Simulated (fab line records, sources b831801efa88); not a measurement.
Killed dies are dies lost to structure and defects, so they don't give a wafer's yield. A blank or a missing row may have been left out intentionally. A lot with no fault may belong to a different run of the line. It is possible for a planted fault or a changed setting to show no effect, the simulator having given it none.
fab line records | flow gf180mcu
record lots=13 wafers=39 lastDay=34
route steps=602 shown M1@315
lots that met no fault: taken from a fault-free run of the same line
startH: hours from the record's first day to the start of the lot's first wafer shown | waitH: hours since the lot's step before | " the same as in the row above | L1.1+2: one row covering several wafers at once | - either no value or no given start | * or withheld: withheld | < > ~ a bound
route shown NAME@n: NAME is a module with steps in the file, n the number in the route of the first one | usual: mean and standard deviation over wafers with no fault | same: alike in all rows | chamber/n: place in a boat | sites: each site's reading | _std_site: how widely they spread, as a standard deviation | _edge_site: the outer-site mean with the inner-site mean subtracted | radiusMm: for every site, how far away it sits from the centre of the wafer | mask NAME#n: copy n | behind: the tool/chamber that last shaped the wafer | hold: cause of the lot's hold/its duration in hours/its outcome | device: the transistor (n, p or np) that didn't switch | end of line: the route-end tests of the same wafers | a step with no rows: only its recipe | killed: dies lost to structure and defects at the first sort, not the wafer's yield | map: a wafer's dies, marking killed ones x, the rest . and places with no die _
set.NAME: the setting that was run; set.NAME@STEP: the one run at that earlier step | model.NAME: the simulator's own value behind a step, which no gauge read
a sample of lots followed through the steps of the route, with each step as a table and each wafer as a row
services: when a tool's chamber went out of use (startH, in hours from the record's first day, below 0 if earlier), for how many hours, and the reason
## steps
# step GF_M1_SPUTTER_00
# recipe material=Ti targetThkNm=37.5 arrivingIonEnergyEv=80 substrateTempC=200 chamberPressurePa=2 powerW=4000 timeS=150
# usual cathodeDcPowerW=4000.1/0.79 throttleValvePct=29.9/0.95
# columns lot.wafer tool chamber startH waitH cathodeDcPowerW throttleValvePct
L479.1 pvdSputter-04 - 367.23 0.1 3999.7 28.7
L479.5 " - " " 3998.4 30.3
L479.6 " - " " 3999.6 28.9
L481.1 pvdSputter-04 - 379.15 0.2 4000.3 28.5
L481.2 " - " " 4000.2 29.4
L481.6 " - " " 3999.5 30.7
L484.1 pvdSputter-04 - 407.96 0.1 3999.5 28.6
L484.4 " - " " 3999.2 30.0
L484.6 " - " " 3999.2 30.0
L485.2 pvdSputter-02 - 414.65 0.1 4002.0 29.4
L485.5 " - " " 4000.1 29.2
L485.6 " - " " 3999.5 30.6
L486.1 pvdSputter-04 - 423.88 0.2 3999.3 30.6
L486.3 " - " " 3999.2 28.5
L486.4 " - " " 4000.6 30.3
L487.1 pvdSputter-04 - 435.15 0.1 4001.1 28.6
L487.3 " - " " 4000.7 29.9
L487.4 " - " " 3999.1 30.3
L489.1 pvdSputter-04 - 454.04 0.1 4001.2 28.5
L489.4 " - " " 3999.8 30.5
L489.5 " - " " 4000.1 28.7
L496.1 pvdSputter-03 - 516.77 0.1 4000.4 30.0
L496.3 " - " " 4000.1 31.6
L496.5 " - " " 4000.6 31.6
L497.2 pvdSputter-04 - 519.28 0.1 4000.3 29.7
L497.3 " - " " 3998.9 30.2
L497.5 " - " " 3999.6 30.5
L498.1 pvdSputter-04 - 530.90 0.1 4000.1 28.8
L498.2 " - " " 4001.4 29.3
L498.6 " - " " 4000.0 28.8
L499.1 pvdSputter-03 - 536.41 0.2 3999.8 31.7
L499.2 " - " " 4000.5 30.2
L499.4 " - " " 4001.0 30.5
L500.1 pvdSputter-02 - 545.23 0.2 3999.8 30.7
L500.2 " - " " 4001.5 29.4
L500.3 " - " " 3998.6 28.8
L502.1 pvdSputter-03 - 562.68 0.1 3999.6 27.9
L502.2 " - " " 4000.7 30.3
L502.3 " - " " 4000.3 30.1
# step GF_M1_SPUTTER_01
# recipe material=TiN targetThkNm=30 powerW=6500 timeS=25 chamberPressurePa=0.4
# usual cathodeDcPowerW=6500.0/1.1 throttleValvePct=29.8/0.95
# columns lot.wafer tool chamber startH waitH cathodeDcPowerW throttleValvePct
L479.1 pvdSputter-04 - 367.33 0.1 6498.5 28.6
L479.5 " - " " 6499.0 30.3
L479.6 " - " " 6498.3 28.9
L481.1 pvdSputter-04 - 379.25 0.1 6499.5 28.6
L481.2 " - " " 6501.3 29.6
L481.6 " - " " 6500.3 30.5
L484.1 pvdSputter-04 - 408.06 0.1 6500.3 28.9
L484.4 " - " " 6497.8 30.0
L484.6 " - " " 6501.2 30.1
L485.2 pvdSputter-02 - 414.75 0.1 6499.9 29.4
L485.5 " - " " 6500.4 29.5
L485.6 " - " " 6501.7 30.3
L486.1 pvdSputter-04 - 423.98 0.1 6500.0 30.7
L486.3 " - " " 6500.3 28.7
L486.4 " - " " 6500.4 30.4
L487.1 pvdSputter-04 - 435.25 0.1 6499.9 28.7
L487.3 " - " " 6499.7 29.8
L487.4 " - " " 6499.4 30.1
L489.1 pvdSputter-04 - 454.14 0.1 6500.8 28.7
L489.4 " - " " 6500.4 30.7
L489.5 " - " " 6501.6 28.8
L496.1 pvdSputter-03 - 516.87 0.1 6500.1 30.4
L496.3 " - " " 6499.9 31.7
L496.5 " - " " 6498.5 31.6
L497.2 pvdSputter-04 - 519.38 0.1 6499.5 29.8
L497.3 " - " " 6500.2 30.3
L497.5 " - " " 6500.9 30.1
L498.1 pvdSputter-04 - 531.00 0.1 6499.5 28.7
L498.2 " - " " 6500.0 29.8
L498.6 " - " " 6500.8 28.8
L499.1 pvdSputter-03 - 536.51 0.1 6499.8 31.5
L499.2 " - " " 6501.6 30.1
L499.4 " - " " 6501.8 30.5
L500.1 pvdSputter-02 - 545.33 0.1 6499.7 30.8
L500.2 " - " " 6499.8 29.7
L500.3 " - " " 6500.2 29.0
L502.1 pvdSputter-03 - 562.78 0.1 6500.0 28.1
L502.2 " - " " 6499.3 30.2
L502.3 " - " " 6500.1 30.2
# step GF_M1_RS_MEAS_05
# recipe thkMeasGauge=four-point-probe reads=TiN_of_M1_SPUTTER_04+Ti_of_M1_SPUTTER_03+AlCu_of_M1_SPUTTER_02+TiN_of_M1_SPUTTER_01+Ti_of_M1_SPUTTER_00
# usual M1_ALCU_RS=0.0693/0.00079
# columns lot.wafer tool chamber startH waitH M1_ALCU_RS[ohm/sq]
L479.1 filmMetro-04 - 367.45 0.0 0.0702
L479.5 " - " " 0.0699
L479.6 " - " " 0.0698
L481.1 filmMetro-04 - 379.37 0.0 0.0681
L481.2 " - " " 0.0689
L481.6 " - " " 0.0681
L484.1 filmMetro-03 - 408.18 0.0 0.0698
L484.4 " - " " 0.0696
L484.6 " - " " 0.0691
L485.2 filmMetro-02 - 414.89 0.0 0.0690
L485.5 " - " " 0.0692
L485.6 " - " " 0.0689
L486.1 filmMetro-04 - 424.11 0.0 0.0698
L486.3 " - " " 0.0701
L486.4 " - " " 0.0700
L487.1 filmMetro-02 - 435.37 0.0 0.0694
L487.3 " - " " 0.0698
L487.4 " - " " 0.0694
L489.1 filmMetro-02 - 454.26 0.0 0.0698
L489.4 " - " " 0.0693
L489.5 " - " " 0.0703
L496.1 filmMetro-03 - 516.99 0.0 0.0699
L496.3 " - " " 0.0686
L496.5 " - " " 0.0689
L497.2 filmMetro-03 - 519.52 0.0 0.0685
L497.3 " - " " 0.0692
L497.5 " - " " 0.0690
L498.1 filmMetro-03 - 531.12 0.0 0.0682
L498.2 " - " " 0.0684
L498.6 " - " " 0.0678
L499.1 filmMetro-02 - 536.63 0.0 0.0675
L499.2 " - " " 0.0679
L499.4 " - " " 0.0672
L500.1 filmMetro-04 - 545.45 0.0 0.0699
L500.2 " - " " 0.0690
L500.3 " - " " 0.0693
L502.1 filmMetro-04 - 562.90 0.0 0.0697
L502.2 " - " " 0.0693
L502.3 " - " " 0.0692
# step GF_M1_DEVELOP_13
# recipe developTimeS=60 devTempC=21
# usual chillPlateTempC=22.98/0.12 developTimeS=60/0
# columns lot.wafer tool chamber startH waitH chillPlateTempC developTimeS
L479.1 lithoTrack-04 0 389.50 0.2 22.93 60
L479.5 " 0 " " 23.10 60
L479.6 " 0 " " 22.88 60
L481.1 lithoTrack-04 0 402.60 0.2 23.11 60
L481.2 " 0 " " 23.02 60
L481.6 " 0 " " 23.02 60
L484.1 lithoTrack-02 0 432.22 0.2 23.22 60
L484.4 " 0 " " 22.96 60
L484.6 " 0 " " 23.03 60
L485.2 lithoTrack-02 0 439.15 0.2 22.90 60
L485.5 " 0 " " 23.02 60
L485.6 " 0 " " 22.89 60
L486.1 lithoTrack-04 0 448.05 0.2 23.14 60
L486.3 " 0 " " 23.15 60
L486.4 " 0 " " 23.01 60
L487.1 lithoTrack-03 0 459.80 0.2 23.03 60
L487.3 " 0 " " 22.93 60
L487.4 " 0 " " 22.85 60
L489.1 lithoTrack-02 - 478.42 0.2 - -
L489.4 " - " " - -
L489.5 " - " " - -
L496.1 lithoTrack-04 0 539.75 0.2 23.10 60
L496.3 " 0 " " 23.11 60
L496.5 " 0 " " 23.14 60
L497.2 lithoTrack-02 0 541.84 0.2 23.06 60
L497.3 " 0 " " 23.16 60
L497.5 " 0 " " 23.13 60
L498.1 lithoTrack-04 0 553.20 0.2 22.93 60
L498.2 " 0 " " 23.08 60
L498.6 " 0 " " 23.05 60
L499.1 lithoTrack-02 0 559.17 0.2 22.96 60
L499.2 " 0 " " 22.91 60
L499.4 " 0 " " 22.94 60
L500.1 lithoTrack-03 0 567.10 0.2 23.08 60
L500.2 " 0 " " 22.81 60
L500.3 " 0 " " 23.05 60
L502.1 lithoTrack-02 0 585.07 0.2 22.68 60
L502.2 " 0 " " 22.85 60
L502.3 " 0 " " 22.86 60
## services
# columns tool chamber startH hours kind
pvdSputter-02 - 368.58 1.0 repair
pvdSputter-02 - 395.69 9.8 repair
pvdSputter-02 - 456.31 1.7 repair
pvdSputter-04 - 471.29 0.5 repair
pvdSputter-02 - 508.25 0.9 repair
pvdSputter-02 - 574.70 1.9 repair
## key
firstSign step=GF_M1_DEVELOP_13 reading=toolRecord direction=missing
effect none on later readings
metAt GF_M1_DEVELOP_13
struckLots L489
rowsEnd L489.1,L489.4,L489.5
notActingAt GF_M1_SPUTTER_00,GF_M1_SPUTTER_01,GF_M1_RS_MEAS_05
onsetBetween 448.05 478.42
fault kind=skippedStepWhole tool=lithoTrack-02,lithoTrack-04 chamber=- onsetH=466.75 steps=GF_M1_DEVELOP_13 scope=struckLotsOnly
# rowsEnd: these wafers met a further fault down the route, and their rows from its step on are left out
